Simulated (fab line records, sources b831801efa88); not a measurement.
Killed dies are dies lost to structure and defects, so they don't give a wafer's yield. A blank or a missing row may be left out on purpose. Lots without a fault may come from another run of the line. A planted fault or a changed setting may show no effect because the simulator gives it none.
A struck lot beside a sound one | flow gf180mcu | 16 steps out of a route of 602
Sound: wafers L445.3, L445.4, L445.5. Struck: wafers L455.2, L455.4. (L455.3 of the same lot was not struck and is left out.) The cause comes at the end.
At each step with rows: each side's tool, then ch and its chambers, then its first start. Under that, the readings that differ: sound wafers | struck wafers | difference of the means | sigmas: that difference in standard deviations of wafers without a fault.
alike: readings whose means differ by less than 2 such deviations, and words and numbers that are the same on both sides. not compared: withheld readings, readings that some wafer has no value for, bounds like >300 that may hide the same value, and numbers for which the record gives no deviation and whose values overlap.
The two part at a step that has a row with sigmas, a row that says differs or no value, or rows on one side only. Numbers that don't overlap but have no deviation are shown without sigmas and don't part them. A reading that every wafer of one side lacks parts them only if that side has two wafers or more.

GF_M4_SPUTTER_04: material TiN, target thk 50 nm, time 41.7 s.
  sound on pvd_sputter-01, day 22 16:49; struck on pvd_sputter-04, day 26 08:26
  alike: throttle_valve_pct
GF_M4_RS_MEAS_05: measures by four-point-probe.
  sound on film_metro-03, day 22 16:53; struck on film_metro-02, day 26 08:30
  alike: M4_ALCU_RS
GF_M4_THK_MEAS_06: measures by xrf.
  sound on film_metro-03, day 22 16:59; struck on film_metro-02, day 26 08:37
  alike: M4_ALCU_THK
then, 7 steps without rows for these wafers: GF_M4_DEHYDRATE_07 (time 60 s); GF_M4_HMDS_08 (prime time 60 s); GF_M4_COAT_09 (resist thk 1000 nm); GF_M4_SOFTBAKE_10 (time 60 s); GF_M4_EXPOSE_11 (exposes mask Metal4, target cd 280 nm); GF_M4_PEB_12 (peb time 90 s); GF_M4_DEVELOP_13 (develop time 60 s).
GF_M4_CD_MEAS_14: target cd 280 nm.
  sound on cd_sem-02, day 23 15:41; struck on cd_sem-01, day 27 04:25
  reading    | sound             | struck      | difference | sigmas
  cd_nm (nm) | 278.1 279.8 277.6 | 280.4 282.5 | +2.9       | +3
GF_M4_OVL_MEAS_15:
  sound on overlay-02, day 23 15:46; struck on overlay-02, day 27 04:31
  alike: M4_OVL
GF_M4_METAL_ETCH_16: etches the open film in Cl2/BCl3, stops on SiO2, target depth 750.8 nm, time 125.1 s.
  sound on rie_metal-04 ch 0,1, day 23 15:50; struck on rie_metal-03 ch 0, day 27 04:33
  reading                             | sound                | struck        | difference | sigmas
  oes_product_au (a.u.)               | 0.995 1.001 0.995    | 0.879 0.879   | -0.118     | -20
  run_length_s (s)                    | 153.4 152.8 153.2    | 181.7 182.2   | +28.8      | +69
  throttle_valve_pct (%)              | 28.225 28.227 28.203 | 28.351 28.337 | +0.126     | +13
  model.KrF_of_M4_COAT_09.thk_nm (nm) | 676.6 679.8 681.3    | 623.3 623.5   | -55.8      |
  alike: drypump_motor_current_A, rf_fwd_power_W
  not compared: rf_hours_counter_h
GF_M4_STRIP_17: strips in O2/N2.
  sound on plasma_asher-01 ch 0,1, day 23 15:58; struck on plasma_asher-02 ch 0,1, day 27 04:41
  reading                      | sound             | struck      | difference | sigmas
  oes_product_au (a.u.)        | 0.535 0.541 0.537 | 0.516 0.507 | -0.026     | -5
  strip_time_to_endpoint_s (s) | 7.29 7.36 7.34    | 6.76 6.79   | -0.55      | -13
  alike: drypump_motor_current_A, heater_power_w
  not compared: rf_hours_counter_h
then, 2 steps without rows for these wafers: GF_M4_STRIP_18 (strips in post etch residue remover, time 1200 s); GF_PASSIVATION_PROBE_99.

WHERE THEY PART
First at GF_M4_CD_MEAS_14; last, within this record, at GF_M4_STRIP_17.

WHY: what the simulator had put in
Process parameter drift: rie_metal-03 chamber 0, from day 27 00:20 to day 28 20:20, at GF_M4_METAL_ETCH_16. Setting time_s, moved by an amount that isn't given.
